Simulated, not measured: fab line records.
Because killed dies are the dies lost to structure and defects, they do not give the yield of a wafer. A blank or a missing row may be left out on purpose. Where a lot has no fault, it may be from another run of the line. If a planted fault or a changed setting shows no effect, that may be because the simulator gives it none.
The tool behind it: which one? | flow sky130 | 12 lots, 36 wafers sampled, at 1 step of a route of 708

## WHAT THE GAUGES READ, wafer by wafer
SKY_SONOS_TUNNEL_CD_MEAS_07: the cd target is 410 nm. Usual: cd_nm reads 409.7 nm (standard deviation 1.9).
lot  | measured     | on        | cd_nm (nm)        | flag
L230 | day 11 15:27 | cd_sem-02 | 408.1 407.0 406.8 |
L231 | day 11 19:23 | cd_sem-01 | 409.3 411.2 411.1 |
L233 | day 12 08:04 | cd_sem-01 | 409.7 408.8 409.0 |
L236 | day 13 10:52 | cd_sem-01 | 411.5 409.4 408.1 |
L239 | day 14 06:07 | cd_sem-01 | 412.7 412.3 409.8 |
L243 | day 15 13:01 | cd_sem-02 | 409.5 410.2 413.7 |
L246 | day 17 00:31 | cd_sem-02 | 410.1 407.6 408.4 |
L248 | day 17 14:10 | cd_sem-02 | 410.7 410.3 407.2 |
L250 | day 17 23:55 | cd_sem-01 | 407.0 410.6 408.9 |
L251 | day 18 14:55 | cd_sem-01 | 408.6 409.4 407.2 |
L252 | day 19 05:01 | cd_sem-01 | 408.6 409.5 408.6 |
L253 | day 19 16:01 | cd_sem-02 | 412.5 412.4 411.2 |

## EACH LOT AND THE TOOL THAT RAN IT (in order: tool; ch and the chambers of the sampled wafers; start)
There is no process step in the record ahead of these readings.

## AS READ BY THE TOOLS THEMSELVES (means over the sampled wafers that have a number; for cases with no such wafer, the mark the record gives instead)
The record holds no such reading with a usual standard deviation.

## THE ANSWER, worked out from the rows above alone
Rule: lot off if the mean of its wafers having a number is beyond 3 standard deviations from the usual mean. A lot without any number at a reading at which 4 lots or more have one is off too. Where the step has rows for the other lots, those lots are counted as sound. The gauges are gone through in route order, then the tools' own readings, and for those a lot's mean is taken as printed above. The first step at which some lot is off is used, and at that step the reading that is off furthest; a lot without a number counts as furthest.
No lot is off at any reading shown: from this, nothing can be told.

## WHAT THE SIMULATOR HAD INSERTED
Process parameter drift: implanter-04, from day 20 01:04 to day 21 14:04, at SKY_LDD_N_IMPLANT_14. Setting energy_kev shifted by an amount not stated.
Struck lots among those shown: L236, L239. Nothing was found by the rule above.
